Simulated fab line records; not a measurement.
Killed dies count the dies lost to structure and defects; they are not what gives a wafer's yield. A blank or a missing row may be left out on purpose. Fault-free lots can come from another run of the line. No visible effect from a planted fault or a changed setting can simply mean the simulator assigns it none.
Chamber matching    flow sky130    SKY_CONTACT_CMP_27 on cmp-02 has 4 sister chambers
The step polishes, stops on SiO2, t overpolish 15 s, target thk 0 nm. 8 wafers are shown with their chamber, then 9 later ones without.

WAFERS PAIRED WITH THEIR CHAMBERS
wafer   chamber  motor current A (A)  time to endpoint s (s)
L312.4  0        8.9                  86
L313.2  0        8.7                  81
L321.4  2        10.7                 76
L324.1  3        10.4                 82
L324.2  1        11.3                 86
L324.3  2        10.3                 79
L326.3  1        11.7                 82
L326.6  3        9.5                  80

WAFERS MISSING THEIR CHAMBER
wafer   motor current A (A)  time to endpoint s (s)
L327.4  11.3                 86
L327.5  10.0                 84
L327.6  9.6                  78
L331.2  10.7                 78
L331.4  10.5                 80
L331.5  11.5                 86
L332.1  10.4                 80
L332.3  11.7                 86
L332.6  11.0                 84

WHICH CHAMBER EACH WENT THROUGH
wafer   from the rows above           in truth
L327.4  1                             1
L327.5  can't be placed: 3 or 2 or 0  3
L327.6  can't be placed: 3 or 2 or 0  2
L331.2  can't be placed: 2 or 3       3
L331.4  can't be placed: 2 or 3       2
L331.5  1                             1
L332.1  can't be placed: 2 or 3       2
L332.3  1                             1
L332.6  can't be placed: 1 or 2 or 3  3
3 of 9 placed correctly. Not placeable from these rows: 6 (in 6, the candidates include the true chamber). Number placed wrongly: 0.
How it was worked out, from the rows above alone: a wafer's distance from a chamber is the root of the sum, over the readings, of the square of ((its reading less the chamber's mean) divided by the reading's scatter). The wafer belongs to the nearest chamber; if the next one is less than 2 further off, it can't be placed. The mean given for a chamber averages the wafers shown for that chamber. The scatter is the square root of a quotient: the sum, over the shown wafers, of each reading's squared deviation from its chamber's mean, divided by wafers minus chambers.
